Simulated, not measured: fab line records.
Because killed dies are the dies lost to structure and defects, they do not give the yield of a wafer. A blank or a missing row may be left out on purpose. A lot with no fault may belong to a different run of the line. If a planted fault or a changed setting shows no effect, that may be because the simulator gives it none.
Which of the tools did it? | flow sky130 | 36 wafers from 13 lots sampled at 3 of the route's 708 steps

WHAT THE GAUGES READ, wafer by wafer
SKY_FIELD_ISO_BOW_MEAS_00. Usual: INCOMING_BOW gives -1 um (standard deviation 7.1).
lot  | measured    | on            | INCOMING_BOW (um) | flag
L118 | day 1 10:00 | film metro-03 | 11 5 1            |
L119 | day 1 15:01 | film metro-01 | -7 -12 -3         |
L120 | day 1 20:00 | film metro-01 | -11 -3 -11        |
L121 | day 2 01:04 | film metro-01 | 3 -2 7            |
L122 | day 2 06:00 | film metro-01 | -10 1 -4          |
L123 | day 2 11:00 | film metro-03 | 13 7 3            |
L124 | day 2 16:00 | film metro-03 | -7 10 2           |
L126 | day 3 02:00 | film metro-03 | 18 0 1            |
L132 | day 4 08:01 | film metro-04 | -1 3              |
L134 | day 4 18:04 | film metro-04 | -4 0              |
L135 | day 4 23:01 | film metro-01 | 12 -1             |
L138 | day 5 14:00 | film metro-03 | -7 1 -5           |
L141 | day 6 05:01 | film metro-01 | -7 1 7            |

SKY_FIELD_ISO_CD_MEAS_13 targets a cd of 150 nm. Usual: cd nm 150.3 nm, standard deviation 1.4.
lot  | measured    | on        | cd nm (nm)        | flag
L118 | day 2 03:53 | cd sem-01 | 152.2 150.9 151.5 |
L119 | day 2 11:53 | cd sem-01 | 152.0 153.1 153.6 |
L120 | day 2 15:49 | cd sem-01 | 148.3 149.2 148.8 |
L121 | day 2 20:53 | cd sem-02 | 151.5 151.3 150.2 |
L122 | day 3 05:04 | cd sem-02 | 149.9 149.6 150.1 |
L123 | day 3 07:46 | cd sem-02 | 151.1 149.8 151.0 |
L124 | day 3 11:58 | cd sem-02 | 150.4 150.9 152.1 |
L126 | day 3 21:40 | cd sem-02 | 147.0 147.8 147.9 |
L132 | day 5 06:20 | cd sem-02 | 149.4 131.1       | OFF
L134 | day 5 15:59 | cd sem-02 | 133.1 133.5       | OFF
L135 | day 5 20:38 | cd sem-01 | 149.6 132.0       | OFF
L138 | day 6 14:04 | cd sem-02 | 150.9 150.1 151.2 |
L141 | day 7 04:20 | cd sem-02 | 152.3 150.9 152.9 |

WHAT TOOL EACH LOT RAN ON (gives the tool, then ch and the chambers of the sampled wafers, and finally the start)
lot  | SKY_FIELD_ISO_EXPOSE_10
L118 | krf scanner-01 ch 0, day 1 20:29
L119 | krf scanner-01 ch 0, day 2 04:56
L120 | krf scanner-02 ch 0, day 2 08:57
L121 | krf scanner-02 ch 0, day 2 13:01
L122 | krf scanner-01 ch 0, day 2 21:26
L123 | krf scanner-01 ch 0, day 2 23:55
L124 | krf scanner-02 ch 0, day 3 03:54
L126 | krf scanner-02 ch 0, day 3 13:58
L132 | krf scanner-02 ch 0, day 4 21:55
L134 | krf scanner-02 ch 0, day 5 07:16
L135 | krf scanner-02 ch 0, day 5 11:17
L138 | krf scanner-01 ch 0, day 6 04:39
L141 | krf scanner-01 ch 0, day 6 19:16
- SKY_FIELD_ISO_EXPOSE_10: exposes mask FOM, target cd 150 nm.

WHAT THE TOOLS THEMSELVES READ (means of the sampled wafers that have a number; where no wafer has one, the mark that the record gives instead)
The record holds no such reading with a usual standard deviation.

THE ANSWER, worked out from the rows above alone
Rule: a lot is off if the mean of its wafers that have a number lies more than 3 standard deviations from the usual mean. A lot without any number at a reading at which 4 lots or more have one is off too. Any other lot the step has rows for is counted as sound. First the gauges in route order, then the tools' own readings, where a lot's mean is used as printed above. The first step at which some lot is off is used, and at that step the reading that is off furthest; a lot without a number counts as furthest.
Off: L132, L134, L135 (SKY_FIELD_ISO_CD_MEAS_13, cd nm).
If a tool, at a process step before that reading, ran all the lots that are off and no sound lot after the first of them, it fits. Those tools and the gauges at SKY_FIELD_ISO_CD_MEAS_13 are tried in the same way. One candidate fits, namely krf scanner-02 at SKY_FIELD_ISO_EXPOSE_10. Its last sound lot is L126 (day 3 13:58), its first lot that is off L132 (day 4 21:55): a fault that began between those two fits.

WHAT THE SIMULATOR PUT IN
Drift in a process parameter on krf scanner-02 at SKY_FIELD_ISO_EXPOSE_10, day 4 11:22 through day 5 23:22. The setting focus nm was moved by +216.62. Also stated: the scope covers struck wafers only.
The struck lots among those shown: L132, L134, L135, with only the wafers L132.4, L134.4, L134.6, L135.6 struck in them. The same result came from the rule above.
